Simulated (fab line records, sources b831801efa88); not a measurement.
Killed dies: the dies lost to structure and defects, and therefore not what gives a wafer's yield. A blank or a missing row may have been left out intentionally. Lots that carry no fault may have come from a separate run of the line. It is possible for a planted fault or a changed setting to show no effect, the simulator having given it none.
The tool behind it: which one? :: flow sky130 :: Sampling: 12 lots, 34 wafers, 2 of 708 route steps

## WHAT EACH GAUGE READ, for each wafer
SKY_VIA4_THK_MEAS_01.
lot: L509
measured: day 42 11:53
on: film-metro-02
VIA4_HDPCVD_THK (nm): 1719 1725 1730

lot: L511
measured: day 42 20:34
on: film-metro-04
VIA4_HDPCVD_THK (nm): 1749 1750 1756

lot: L510
measured: day 43 00:22
on: film-metro-04
VIA4_HDPCVD_THK (nm): 1758 1758 1766

lot: L513
measured: day 43 10:34
on: film-metro-04
VIA4_HDPCVD_THK (nm): 1776 1778 1779

lot: L514
measured: day 43 14:06
on: film-metro-01
VIA4_HDPCVD_THK (nm): 1776 1776 1758

lot: L518
measured: day 44 13:19
on: film-metro-04
VIA4_HDPCVD_THK (nm): 1735 1743 1720

lot: L517
measured: day 44 16:31
on: film-metro-02
VIA4_HDPCVD_THK (nm): 1723 1688

lot: L523
measured: day 46 04:39
on: film-metro-04
VIA4_HDPCVD_THK (nm): 1735 1759 1741

lot: L524
measured: day 46 06:48
on: film-metro-04
VIA4_HDPCVD_THK (nm): 1758 1746 1766

lot: L528
measured: day 47 10:42
on: film-metro-02
VIA4_HDPCVD_THK (nm): 1742 1798 1786

lot: L529
measured: day 47 13:08
on: film-metro-02
VIA4_HDPCVD_THK (nm): 1745 1762 1733

lot: L532
measured: day 47 23:28
on: film-metro-04
VIA4_HDPCVD_THK (nm): 1751 1770

## EACH LOT AND THE TOOL THAT RAN IT (in order: tool; ch and the chambers of the sampled wafers; start)
lot: L509
SKY_METAL4_ETCH_16: rie-metal-02 ch 0,1, day 42 10:49

lot: L511
SKY_METAL4_ETCH_16: rie-metal-01 ch 0,1, day 42 19:27

lot: L510
SKY_METAL4_ETCH_16: rie-metal-04 ch 0,1, day 42 23:15

lot: L513
SKY_METAL4_ETCH_16: rie-metal-04 ch 0,1, day 43 09:30

lot: L514
SKY_METAL4_ETCH_16: rie-metal-04 ch 0,1, day 43 13:00

lot: L518
SKY_METAL4_ETCH_16: rie-metal-04 ch 0,1, day 44 12:15

lot: L517
SKY_METAL4_ETCH_16: rie-metal-02 ch 0,1, day 44 15:24

lot: L523
SKY_METAL4_ETCH_16: rie-metal-04 ch 0, day 46 03:34

lot: L524
SKY_METAL4_ETCH_16: rie-metal-04 ch 0,1, day 46 05:35

lot: L528
SKY_METAL4_ETCH_16: rie-metal-02 ch 0,1, day 47 09:37

lot: L529
SKY_METAL4_ETCH_16: rie-metal-01 ch 0,1, day 47 12:03

lot: L532
SKY_METAL4_ETCH_16: rie-metal-01 ch 0, day 47 22:24
- SKY_METAL4_ETCH_16: etches BARC in N2/H2, stops on SiO2, time 88.2 s, target depth 60 nm.

## AS READ BY THE TOOLS THEMSELVES (means over the sampled wafers that have a number; for cases with no such wafer, the mark the record gives instead)
SKY_METAL4_ETCH_16.
lot: L509
tool: rie-metal-02
drypump-motor-current-A (A): 5.1
oes-product-au (a.u.): 0.626
throttle-valve-pct (%): 13.217

lot: L511
tool: rie-metal-01
drypump-motor-current-A (A): 5.4
oes-product-au (a.u.): 0.624
throttle-valve-pct (%): 13.206

lot: L510
tool: rie-metal-04
drypump-motor-current-A (A): 5.4
oes-product-au (a.u.): 0.622
throttle-valve-pct (%): 13.214

lot: L513
tool: rie-metal-04
drypump-motor-current-A (A): 5.8
oes-product-au (a.u.): 0.626
throttle-valve-pct (%): 13.201

lot: L514
tool: rie-metal-04
drypump-motor-current-A (A): 5.4
oes-product-au (a.u.): 0.626
throttle-valve-pct (%): 13.211

lot: L518
tool: rie-metal-04
drypump-motor-current-A (A): 5.4
oes-product-au (a.u.): 0.629
throttle-valve-pct (%): 13.207

lot: L517
tool: rie-metal-02
drypump-motor-current-A (A): 5.3
oes-product-au (a.u.): 0.631
throttle-valve-pct (%): 13.195

lot: L523
tool: rie-metal-04
drypump-motor-current-A (A): 6.1
oes-product-au (a.u.): 0.627
throttle-valve-pct (%): 13.204

lot: L524
tool: rie-metal-04
drypump-motor-current-A (A): 5.4
oes-product-au (a.u.): 0.627
throttle-valve-pct (%): 13.206

lot: L528
tool: rie-metal-02
drypump-motor-current-A (A): 5.6
oes-product-au (a.u.): 0.625
throttle-valve-pct (%): 13.204

lot: L529
tool: rie-metal-01
drypump-motor-current-A (A): 5.3
oes-product-au (a.u.): 0.626
throttle-valve-pct (%): 13.203

lot: L532
tool: rie-metal-01
drypump-motor-current-A (A): 5.6
oes-product-au (a.u.): 0.627
throttle-valve-pct (%): 13.201

## THE ANSWER, worked out from the rows above alone
Rule: usual is defined by the lots themselves. Put in order of their means at a reading, lots are off if they are a third of the lots or fewer, leave a main group of 4 or more, and stand apart from it by a gap of 3 or more times the standard deviation of the main group's means; of several such gaps the widest counts. A main group is skipped when, at the precision printed for the reading in the tables above, its means are all equal. A lot without any number at a reading at which 4 lots or more have one is off too. Where the step has rows for the other lots, those lots are counted as sound. First the gauges in route order, then the tools' own readings, where a lot's mean is used as printed above. The first step at which some lot is off is used, and at that step the reading that is off furthest; a lot without a number counts as furthest.
None of the lots is off at any reading shown; this tells nothing.

## WHAT WAS PUT IN BY THE SIMULATOR
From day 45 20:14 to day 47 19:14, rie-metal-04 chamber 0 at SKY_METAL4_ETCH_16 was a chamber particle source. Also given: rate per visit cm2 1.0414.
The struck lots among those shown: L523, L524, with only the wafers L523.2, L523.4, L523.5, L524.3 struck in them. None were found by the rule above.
